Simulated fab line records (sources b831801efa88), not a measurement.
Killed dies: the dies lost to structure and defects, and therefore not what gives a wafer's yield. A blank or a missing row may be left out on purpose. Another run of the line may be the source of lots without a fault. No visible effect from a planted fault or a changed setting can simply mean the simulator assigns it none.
Which tool is to blame? -- flow sky130 -- 21 wafers from 7 lots sampled at 2 of the route's 708 steps

## WHAT EACH GAUGE READ, for each wafer
SKY_NWELL_RS_MEAS_31: measurement is done with a four-point probe.
lot,measured,on,PWDE_RS (ohm/sq)
L245,day 5 22:38,filmMetro-04,5273 5278 5282
L246,day 6 07:11,filmMetro-04,5268 5297 5272
L248,day 6 17:56,filmMetro-01,5257 5244 5245
L250,day 7 08:49,filmMetro-02,5279 5294 5284
L252,day 7 18:41,filmMetro-02,5294 5299 5279
L259,day 9 13:33,filmMetro-01,5573 5580 5261 5564 5580 5266
L263,day 10 14:17,filmMetro-02,5288 5297 5287

## WHICH TOOL RAN EACH LOT (tool, then ch and the chambers of the sampled wafers, then the start)
lot,SKY_PWDE_IMPLANT_08
L245,"implanter-01 ch 0, day 4 08:08"
L246,"implanter-01 ch 0, day 4 15:59"
L248,"implanter-01 ch 0, day 5 02:17"
L250,"implanter-03 ch 0, day 5 16:54"
L252,"implanter-02 ch 0, day 6 01:49"
L259,"implanter-02 ch 0, day 7 18:01"
L263,"implanter-03 ch 0, day 8 16:01"
- SKY_PWDE_IMPLANT_08

## THE ANSWER, worked out from the rows above alone
Rule: what is usual is taken from the lots themselves. Put in order of their means at a reading, lots are off if they are a third of the lots or fewer, leave a main group of 4 or more, and stand apart from it by a gap of 3 or more times the standard deviation of the main group's means; of several such gaps the widest counts. The tables above print the reading to a certain number of digits; a main group whose means all agree to those digits is not used. A lot without any number at a reading at which 4 lots or more have one is off too. Any other lot the step has rows for is counted as sound.
Off: L259, seen at SKY_NWELL_RS_MEAS_31 (PWDE_RS). The main group: mean 5279 ohm/sq, standard deviation 14.
A tool fits if, at a process step before that reading, it ran every lot that is off, and no sound lot after the first of them. Gauges at SKY_NWELL_RS_MEAS_31: tried the same way as those tools. Can't be told from this: 2 tools fit, implanter-02 at SKY_PWDE_IMPLANT_08, filmMetro-01 at SKY_NWELL_RS_MEAS_31.

## WHAT THE SIMULATOR HAD INSERTED
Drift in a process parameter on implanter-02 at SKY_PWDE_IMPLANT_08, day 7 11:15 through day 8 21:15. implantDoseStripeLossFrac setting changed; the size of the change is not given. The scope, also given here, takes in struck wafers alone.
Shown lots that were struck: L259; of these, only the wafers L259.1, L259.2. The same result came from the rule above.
